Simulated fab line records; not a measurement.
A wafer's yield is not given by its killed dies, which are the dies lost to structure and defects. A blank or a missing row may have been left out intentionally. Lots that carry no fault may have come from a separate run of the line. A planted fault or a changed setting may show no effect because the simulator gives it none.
Matching of chambers    flow gf180mcu    GF_CONTACT_CVD_02 on pecvd-01: 3 sister chambers
The step deposits SiO2 from TEOS, target thk 860 nm, time 95.992 s. 3 wafers are shown with their chamber, then 9 later ones without.

== EACH WAFER AND ITS CHAMBER ==
wafer   chamber  heater_power_w (W)
L087.2  2        619
L087.3  0        598
L087.5  1        617

== WAFERS WHOSE CHAMBER IS MISSING ==
wafer   heater_power_w (W)
L092.1  702
L092.2  654
L092.3  556
L092.4  564
L092.5  722
L092.6  606
L097.3  723
L097.4  793
L097.5  542

== CHAMBER TAKEN BY EACH ==
wafer   from the rows above           in truth
L092.1  can't be placed: 2 or 1 or 0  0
L092.2  can't be placed: 2 or 1 or 0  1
L092.3  can't be placed: 0 or 1 or 2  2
L092.4  can't be placed: 0 or 1 or 2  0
L092.5  can't be placed: 2 or 1 or 0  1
L092.6  can't be placed: 0 or 1 or 2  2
L097.3  can't be placed: 2 or 1 or 0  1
L097.4  can't be placed: 2 or 1 or 0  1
L097.5  can't be placed: 0 or 1 or 2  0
0 of 9 placed correctly. These rows do not allow placing 9 (true chamber among the candidates in 9). Number placed wrongly: 0.
How it was worked out, from the rows above alone: a wafer's distance from a chamber is the root of the sum, over the readings, of the square of ((its reading less the chamber's mean) divided by the reading's scatter). The wafer belongs to the nearest chamber; if the next one is less than 2 further off, it can't be placed. Each chamber's mean is taken over the wafers shown for it. The scatter: root of mean squared gap, hidden wafer to nearest shown wafer, with one shown wafer a chamber.
